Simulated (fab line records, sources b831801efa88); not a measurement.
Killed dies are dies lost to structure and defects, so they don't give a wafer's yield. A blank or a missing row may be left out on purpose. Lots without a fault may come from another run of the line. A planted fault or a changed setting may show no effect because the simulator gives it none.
Which tool did it? | flow gf180mcu | 6 lots, 18 wafers sampled, at 2 steps of a route of 602

WHAT THE GAUGES READ, wafer by wafer
GF_M5_OVL_MEAS_08.
lot  | measured     | on         | M5_OVL (nm)
L809 | day 27 03:06 | overlay-02 | -3 2 7
L811 | day 27 14:45 | overlay-01 | -10 -13 -9
L813 | day 28 19:36 | overlay-02 | 8 -1 6
L819 | day 30 11:11 | overlay-02 | -3 -2 -7
L821 | day 31 02:17 | overlay-01 | -2 -2 2
L825 | day 32 02:20 | overlay-02 | -8 -11 -6

WHICH TOOL RAN EACH LOT (tool, then ch and the chambers of the sampled wafers, then the start)
lot  | GF_M3_SPUTTER_01
L809 | pvd_sputter-02, day 21 06:22
L811 | pvd_sputter-02, day 21 21:03
L813 | pvd_sputter-01, day 23 07:35
L819 | pvd_sputter-04, day 25 06:26
L821 | pvd_sputter-04, day 26 00:41
L825 | pvd_sputter-02, day 27 06:31
- GF_M3_SPUTTER_01: material TiN, target thk 30 nm, time 25 s.

THE ANSWER, worked out from the rows above alone
Rule: what is usual is taken from the lots themselves. Put in order of their means at a reading, lots are off if they are a third of the lots or fewer, leave a main group of 4 or more, and stand apart from it by a gap of 3 or more times the standard deviation of the main group's means; of several such gaps the widest counts. A main group whose means are all the same, to the digits that the tables above print for the reading, isn't used. A lot without any number at a reading at which 4 lots or more have one is off too. The other lots that the step has rows for count as sound.
No lot is off at any reading shown: from this, nothing can be told.

WHAT THE SIMULATOR HAD PUT IN
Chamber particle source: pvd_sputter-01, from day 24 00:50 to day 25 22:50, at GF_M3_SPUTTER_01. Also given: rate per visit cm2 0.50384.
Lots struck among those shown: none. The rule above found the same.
